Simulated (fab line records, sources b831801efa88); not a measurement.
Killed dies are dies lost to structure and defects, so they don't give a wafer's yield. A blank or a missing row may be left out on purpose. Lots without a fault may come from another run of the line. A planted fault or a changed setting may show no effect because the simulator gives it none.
Which tool did it? | flow sky130 | 24 lots, 72 wafers sampled, at 6 steps of a route of 708

WHAT THE GAUGES READ, wafer by wafer
SKY_PWDE_OVL_MEAS_07.
lot  | measured    | on         | PWDE_OVL (nm)
L074 | day 3 19:25 | overlay-02 | -2.1 -2.4 -1.2
L075 | day 4 03:36 | overlay-01 | -1.0 -0.2 -1.1
L076 | day 4 08:05 | overlay-02 | -1.6 -0.7 -1.8
L077 | day 4 13:56 | overlay-01 | 1.2 -0.4 0.4
L079 | day 5 02:40 | overlay-02 | 2.6 3.7 2.5
L078 | day 5 02:42 | overlay-01 | -0.3 2.7 1.0
L080 | day 5 18:13 | overlay-01 | -0.4 1.5 -2.0
L081 | day 5 19:13 | overlay-01 | 2.3 2.0 2.0
L082 | day 6 03:35 | overlay-02 | -0.1 0.3 0.9
L083 | day 6 07:26 | overlay-02 | 0.4 -1.9 0.0
L084 | day 6 16:03 | overlay-02 | 0.5 0.2 -0.4
L086 | day 6 18:49 | overlay-02 | 0.3 1.5 0.3
L085 | day 6 19:27 | overlay-02 | 0.2 1.1 -0.3
L087 | day 6 22:58 | overlay-01 | 1.3 1.6 0.6
L089 | day 7 06:03 | overlay-02 | 1.0 1.0 2.1
L088 | day 7 06:19 | overlay-01 | -1.8 0.3 -1.3
L090 | day 7 16:05 | overlay-02 | -1.7 -1.2 -1.9
L091 | day 7 19:58 | overlay-01 | 0.4 -0.1 0.6
L092 | day 8 00:34 | overlay-01 | 1.3 0.2 -1.7
L093 | day 8 05:49 | overlay-02 | -0.4 -0.1 0.3
L094 | day 8 12:08 | overlay-02 | 0.3 1.2 1.2
L095 | day 8 17:40 | overlay-01 | 0.1 0.1 1.6
L096 | day 8 23:34 | overlay-02 | 3.4 -0.3 0.3
L097 | day 9 06:52 | overlay-01 | 0.2 0.1 0.6

SKY_NWELL_TW_MEAS_26.
lot  | measured     | on            | NWELL_2_TW
L074 | day 5 05:25  | film_metro-04 | 491.5 492.5 492.8
L075 | day 5 13:15  | film_metro-01 | 493.1 490.2 493.0
L076 | day 5 18:08  | film_metro-04 | 493.5 495.1 497.7
L077 | day 6 01:50  | film_metro-03 | 498.5 496.5 495.6
L079 | day 6 16:15  | film_metro-04 | 491.7 494.8 496.6
L078 | day 6 16:18  | film_metro-01 | 492.5 495.8 493.2
L080 | day 7 08:54  | film_metro-03 | 491.0 492.2 490.0
L081 | day 7 09:50  | film_metro-01 | 488.3 490.4 490.8
L082 | day 7 18:20  | film_metro-01 | 490.7 490.2 491.8
L083 | day 7 22:34  | film_metro-01 | 490.7 492.1 490.4
L084 | day 8 08:07  | film_metro-03 | 496.5 493.4 494.6
L086 | day 8 12:11  | film_metro-01 | 493.3 495.5 497.0
L085 | day 8 12:15  | film_metro-04 | 496.7 494.9 491.3
L087 | day 8 15:26  | film_metro-01 | 494.0 496.1 493.9
L089 | day 8 23:55  | film_metro-01 | 496.1 495.3 497.3
L088 | day 9 00:51  | film_metro-03 | 495.7 495.9 497.3
L090 | day 9 11:13  | film_metro-03 | 499.3 494.2 495.5
L091 | day 9 14:55  | film_metro-01 | 492.5 494.1 492.9
L092 | day 9 20:05  | film_metro-01 | 490.4 491.0 494.7
L093 | day 10 01:41 | film_metro-03 | 493.9 492.4 495.4
L094 | day 10 08:05 | film_metro-01 | 492.4 492.9 494.4
L095 | day 10 15:17 | film_metro-04 | 496.3 499.0 496.5
L096 | day 10 22:18 | film_metro-01 | 492.7 493.1 494.2
L097 | day 11 06:29 | film_metro-01 | 501.2 498.5 500.6

SKY_VT_ADJUST_HVTP_CD_MEAS_07: target cd 380 nm.
lot  | measured     | on        | cd_nm (nm)
L074 | day 5 23:02  | cd_sem-02 | 380.9 378.9 379.8
L075 | day 6 07:35  | cd_sem-01 | 377.5 377.3 375.1
L076 | day 6 12:41  | cd_sem-02 | 385.7 382.6 386.0
L077 | day 6 20:46  | cd_sem-02 | 378.8 379.4 377.5
L079 | day 7 11:56  | cd_sem-01 | 376.6 378.6 378.5
L078 | day 7 12:25  | cd_sem-02 | 377.6 377.5 380.5
L080 | day 8 05:11  | cd_sem-02 | 377.6 380.8 379.7
L081 | day 8 05:28  | cd_sem-01 | 377.4 375.4 379.9
L082 | day 8 15:16  | cd_sem-02 | 382.2 381.1 383.9
L083 | day 8 20:03  | cd_sem-02 | 386.5 386.7 384.1
L084 | day 9 06:22  | cd_sem-01 | 384.5 383.8 381.6
L086 | day 9 09:58  | cd_sem-02 | 377.3 375.5 378.2
L085 | day 9 10:16  | cd_sem-02 | 381.1 381.7 382.1
L087 | day 9 13:13  | cd_sem-02 | 380.1 381.8 383.4
L089 | day 9 22:31  | cd_sem-01 | 381.5 382.0 381.9
L088 | day 9 23:16  | cd_sem-02 | 381.6 381.4 382.1
L090 | day 10 10:37 | cd_sem-02 | 377.2 374.5 376.9
L091 | day 10 14:02 | cd_sem-02 | 380.7 380.4 377.8
L092 | day 10 18:49 | cd_sem-01 | 373.1 375.5 373.3
L093 | day 11 01:49 | cd_sem-02 | 383.4 384.9 382.9
L094 | day 11 08:31 | cd_sem-02 | 378.6 380.3 380.1
L095 | day 11 15:34 | cd_sem-01 | 380.6 380.9 381.1
L096 | day 11 22:46 | cd_sem-01 | 378.3 377.7 380.2
L097 | day 12 06:56 | cd_sem-02 | 379.9 379.3 377.9

SKY_VIA1_BOW_MEAS_03.
lot  | measured     | on            | VIA1_BOW (um)
L074 | day 32 16:02 | film_metro-01 | 80 81 72
L075 | day 33 12:16 | film_metro-04 | 68 70 70
L076 | day 33 16:04 | film_metro-01 | 75 76 86
L077 | day 33 21:20 | film_metro-02 | 71 72 66
L079 | day 34 09:41 | film_metro-01 | 88 94 76
L078 | day 34 20:07 | film_metro-01 | 91 79 71
L080 | day 35 08:11 | film_metro-02 | 82 79 80
L081 | day 35 13:32 | film_metro-01 | 73 78 80
L082 | day 36 01:55 | film_metro-01 | 80 79 75
L083 | day 36 07:40 | film_metro-04 | 69 91 74
L084 | day 36 21:17 | film_metro-04 | 82 92 82
L086 | day 37 01:50 | film_metro-04 | 85 75 81
L085 | day 36 23:20 | film_metro-02 | 90 72 82
L087 | day 37 08:30 | film_metro-02 | 85 85 89
L089 | day 37 11:19 | film_metro-04 | 76 88 69
L088 | day 37 15:46 | film_metro-02 | 83 81 86
L090 | day 38 03:26 | film_metro-04 | 90 77 78
L091 | day 38 08:20 | film_metro-02 | 70 70 81
L092 | day 38 13:16 | film_metro-02 | 85 83 76
L093 | day 38 17:52 | film_metro-02 | 76 80 83
L094 | day 38 22:26 | film_metro-02 | 85 80 83
L095 | day 39 03:53 | film_metro-04 | 81 90 89
L096 | day 39 12:34 | film_metro-02 | 87 81 74
L097 | day 40 07:50 | film_metro-01 | 66 77 82

WHICH TOOL RAN EACH LOT (tool, then ch and the chambers of the sampled wafers, then the start)
lot  | SKY_LI_CONTACT_STRIP_16              | SKY_METAL1_SPUTTER_04
L074 | plasma_asher-01 ch 0,1, day 29 00:22 | pvd_sputter-04, day 31 11:47
L075 | plasma_asher-01 ch 0,1, day 29 21:58 | pvd_sputter-02, day 32 08:38
L076 | plasma_asher-04 ch 0,1, day 30 01:44 | pvd_sputter-01, day 32 11:43
L077 | plasma_asher-03 ch 0,1, day 30 05:29 | pvd_sputter-04, day 32 16:43
L079 | plasma_asher-01 ch 0,1, day 30 20:25 | pvd_sputter-02, day 33 06:19
L078 | plasma_asher-03 ch 0,1, day 31 06:38 | pvd_sputter-02, day 33 16:55
L080 | plasma_asher-03 ch 0,1, day 31 21:16 | pvd_sputter-04, day 34 06:32
L081 | plasma_asher-01 ch 0,1, day 32 04:02 | pvd_sputter-04, day 34 12:41
L082 | plasma_asher-01 ch 1, day 32 15:07   | pvd_sputter-01, day 34 22:41
L083 | plasma_asher-01 ch 0,1, day 32 19:46 | pvd_sputter-01, day 35 03:17
L084 | plasma_asher-04 ch 0,1, day 33 11:18 | pvd_sputter-04, day 35 18:14
L086 | plasma_asher-03 ch 0,1, day 33 14:32 | pvd_sputter-04, day 35 22:34
L085 | plasma_asher-03 ch 0,1, day 33 13:02 | pvd_sputter-02, day 35 19:34
L087 | plasma_asher-03 ch 0,1, day 33 21:20 | pvd_sputter-02, day 36 04:52
L089 | plasma_asher-03 ch 0,1, day 34 00:13 | pvd_sputter-02, day 36 07:40
L088 | plasma_asher-01 ch 0,1, day 34 03:46 | pvd_sputter-02, day 36 12:02
L090 | plasma_asher-01 ch 0,1, day 34 15:34 | pvd_sputter-02, day 36 23:50
L091 | plasma_asher-04 ch 0,1, day 34 20:47 | pvd_sputter-04, day 37 05:08
L092 | plasma_asher-04 ch 0,1, day 35 01:40 | pvd_sputter-01, day 37 10:40
L093 | plasma_asher-04 ch 0,1, day 35 06:04 | pvd_sputter-04, day 37 14:54
L094 | plasma_asher-04 ch 0,1, day 35 11:43 | pvd_sputter-02, day 37 19:59
L095 | plasma_asher-01 ch 0,1, day 35 18:19 | pvd_sputter-01, day 38 01:28
L096 | plasma_asher-03 ch 0,1, day 36 01:53 | pvd_sputter-04, day 38 10:04
L097 | plasma_asher-04 ch 0,1, day 36 23:08 | pvd_sputter-02, day 39 05:56
- SKY_LI_CONTACT_STRIP_16: strips in O2/N2.
- SKY_METAL1_SPUTTER_04: material TiN, target thk 70 nm, time 58.3 s.

WHAT THE TOOLS THEMSELVES READ (means of the sampled wafers that have a number; where no wafer has one, the mark that the record gives instead)
SKY_LI_CONTACT_STRIP_16.
lot  | tool            | drypump_motor_current_A (A) | oes_product_au (a.u.) | strip_time_to_endpoint_s (s)
L074 | plasma_asher-01 | 6.0                         | 0.380                 | 3.47
L075 | plasma_asher-01 | 6.0                         | 0.378                 | 3.48
L076 | plasma_asher-04 | 5.6                         | 0.375                 | 3.47
L077 | plasma_asher-03 | 5.5                         | 0.374                 | 3.46
L079 | plasma_asher-01 | 6.0                         | 0.374                 | 3.47
L078 | plasma_asher-03 | 5.5                         | 0.379                 | 3.52
L080 | plasma_asher-03 | 5.5                         | 0.374                 | 3.53
L081 | plasma_asher-01 | 6.0                         | 0.373                 | 3.46
L082 | plasma_asher-01 | 6.1                         | 0.374                 | 3.46
L083 | plasma_asher-01 | 6.0                         | 0.379                 | 3.45
L084 | plasma_asher-04 | 5.6                         | 0.377                 | 3.55
L086 | plasma_asher-03 | 5.6                         | 0.378                 | 3.52
L085 | plasma_asher-03 | 5.3                         | 0.376                 | 3.49
L087 | plasma_asher-03 | 5.5                         | 0.372                 | 3.49
L089 | plasma_asher-03 | 5.3                         | 0.372                 | 3.50
L088 | plasma_asher-01 | 6.0                         | 0.371                 | 3.50
L090 | plasma_asher-01 | 5.9                         | 0.372                 | 3.51
L091 | plasma_asher-04 | 5.5                         | 0.377                 | 3.51
L092 | plasma_asher-04 | 5.5                         | 0.377                 | 3.50
L093 | plasma_asher-04 | 5.6                         | 0.380                 | 3.53
L094 | plasma_asher-04 | 5.6                         | 0.378                 | 3.52
L095 | plasma_asher-01 | 5.9                         | 0.375                 | 3.45
L096 | plasma_asher-03 | 5.6                         | 0.381                 | 3.54
L097 | plasma_asher-04 | 5.5                         | 0.379                 | 3.51

SKY_METAL1_SPUTTER_04.
lot  | tool           | cathode_dc_power_W (W) | chamber_pressure_pa (Pa) | throttle_valve_pct (%)
L074 | pvd_sputter-04 | 6500.5                 | 0.3997                   | 29.5
L075 | pvd_sputter-02 | 6499.1                 | 0.4004                   | 30.2
L076 | pvd_sputter-01 | 6498.3                 | 0.3997                   | 30.4
L077 | pvd_sputter-04 | 6500.2                 | 0.4001                   | 28.6
L079 | pvd_sputter-02 | 6500.2                 | 0.4002                   | 29.7
L078 | pvd_sputter-02 | 6501.9                 | 0.4001                   | 30.3
L080 | pvd_sputter-04 | 6499.7                 | 0.4006                   | 29.5
L081 | pvd_sputter-04 | 6500.1                 | 0.3995                   | 29.5
L082 | pvd_sputter-01 | 6501.4                 | 0.3997                   | 29.9
L083 | pvd_sputter-01 | 6501.0                 | 0.4001                   | 29.5
L084 | pvd_sputter-04 | 6498.9                 | 0.3994                   | 28.5
L086 | pvd_sputter-04 | 6499.8                 | 0.3998                   | 29.7
L085 | pvd_sputter-02 | 6499.7                 | 0.3999                   | 31.1
L087 | pvd_sputter-02 | 6499.6                 | 0.4002                   | 30.3
L089 | pvd_sputter-02 | 6500.4                 | 0.4011                   | 29.8
L088 | pvd_sputter-02 | 6501.0                 | 0.3998                   | 30.4
L090 | pvd_sputter-02 | 6500.5                 | 0.3995                   | 30.2
L091 | pvd_sputter-04 | 6500.6                 | 0.4008                   | 29.6
L092 | pvd_sputter-01 | 6500.2                 | 0.4001                   | 30.9
L093 | pvd_sputter-04 | 6499.2                 | 0.3994                   | 28.6
L094 | pvd_sputter-02 | 6499.3                 | 0.3991                   | 29.9
L095 | pvd_sputter-01 | 6501.5                 | 0.4001                   | 29.8
L096 | pvd_sputter-04 | 6499.9                 | 0.3994                   | 28.8
L097 | pvd_sputter-02 | 6500.2                 | 0.3999                   | 31.0

THE ANSWER, worked out from the rows above alone
Rule: what is usual is taken from the lots themselves. Put in order of their means at a reading, lots are off if they are a third of the lots or fewer, leave a main group of 4 or more, and stand apart from it by a gap of 3 or more times the standard deviation of the main group's means; of several such gaps the widest counts. A main group whose means are all the same, to the digits that the tables above print for the reading, isn't used. A lot without any number at a reading at which 4 lots or more have one is off too. The other lots that the step has rows for count as sound. The gauges are gone through in route order, then the tools' own readings, and for those a lot's mean is taken as printed above. The first step at which some lot is off is used, and at that step the reading that is off furthest; a lot without a number counts as furthest.
No lot is off at any reading shown: from this, nothing can be told.

WHAT THE SIMULATOR HAD PUT IN
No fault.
